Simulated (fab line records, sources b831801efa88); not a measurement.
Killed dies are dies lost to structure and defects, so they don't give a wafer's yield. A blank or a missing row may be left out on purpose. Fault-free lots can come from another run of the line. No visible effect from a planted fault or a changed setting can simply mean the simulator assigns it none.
2 desks looking at one fault	flow gf180mcu	each desk has only its own numbers; what lay behind them comes last

## FROM THE METROLOGY DESK
Means of the sampled wafers that have a number, per lot and without regard to the tool the lot ran on: this is what the gauges read. A lot is out of limits, marked OUT, if its mean lies more than 4 standard deviations from the usual mean; the brackets give that distance.
Columns: A = MVPSD_OVL at GF_MVPSD_OVL_MEAS_07, usual 0.8 nm; B = HV_LDD_3_TW at GF_HV_LDD_TW_MEAS_38, usual 1430; C = HV_LDD_RS at GF_HV_LDD_RS_MEAS_53, usual 418.4 ohm/sq; D = V1_CVD_00_THK at GF_V1_THK_MEAS_01, usual 601 nm
lot	first seen here	A	B	C	D
L286	day 5 00:26	0.5	1427	418.5	597
L287	day 5 07:03	1.8	1427	417.5	608
L288	day 5 09:38	-0.3	1421	418.9	600
L290	day 6 00:23	1.8	1441	419.0	606
L293	day 6 17:47	3.1	1444	417.7	592
L294	day 7 00:02	-0.1	1450	419.0	598
L295	day 7 04:26	0.2	1427	420.2	603
L298	day 7 23:56	0.6	1395	428.6 (+10) OUT	603
L299	day 8 06:44	1.8	1364 (-5.5) OUT	427.4 (+9.0) OUT	603
L305	day 9 19:47	-0.5	1414	417.8	606
L309	day 10 19:23	0.7	1422	418.3	604
This desk finds L298, L299 out of limits, with the earliest case on L299 at day 15 20:25 (HV_LDD_3_TW at GF_HV_LDD_TW_MEAS_38). L286, L287, L288, L290, L293, L294, L295, L305, L309: within limits.

## AT THE TOOL OWNER'S DESK: implanter-03
The tool's own readings at GF_HV_LDD_IMPLANT_36: means of the sampled wafers that have a number, for each lot that ran on this tool. A lot is out of limits, marked OUT, if its mean lies more than 4 standard deviations from the usual mean; the brackets give that distance.
Columns: A = beamOnS at GF_HV_LDD_IMPLANT_36, usual 10.03 s; B = doseIonsCm2 at GF_HV_LDD_IMPLANT_36, usual 7.498e+12; C = endStationPressureTorr at GF_HV_LDD_IMPLANT_36, usual 5.04e-06 Torr; D = faradayCurrentUA at GF_HV_LDD_IMPLANT_36, usual 42.2; E = tiltDeg at GF_HV_LDD_IMPLANT_36, usual 30.000 degrees
lot	first seen here	A	B	C	D	E
L288	day 12 01:59	10.04	7.500e+12	4.99e-06	42.1	30.015
L293	day 13 17:20	10.02	7.488e+12	5.12e-06	42.1	30.019
L298	day 15 12:21	10.02	3.980e+12 (-99 or more) OUT	5.17e-06	22.5 (-25) OUT	29.990
L299	day 15 20:10	9.96	3.981e+12 (-99 or more) OUT	4.96e-06	22.6 (-25) OUT	30.008
This desk's verdict: out of limits on L298, L299, starting with L298 at day 15 12:21 (doseIonsCm2 at GF_HV_LDD_IMPLANT_36). L288, L293: within limits.

## TAKEN TOGETHER
On L298, L299, at day 15 12:21, an alarm was possible from the tool owner's desk.
Metrology desk: alarm possible at day 15 20:25 on L298, L299.
GF_HV_LDD_IMPLANT_36 was run on implanter-03 by each of the lots named.

## WHAT THE SIMULATOR HAD INSERTED
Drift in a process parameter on implanter-03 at GF_HV_LDD_IMPLANT_36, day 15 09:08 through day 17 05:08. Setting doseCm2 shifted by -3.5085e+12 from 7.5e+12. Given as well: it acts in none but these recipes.
Shown lots that were struck: L298, L299.
Time in hours from fault onset to the first out-of-limits reading at each desk: tool owner's desk 3, metrology desk 11.
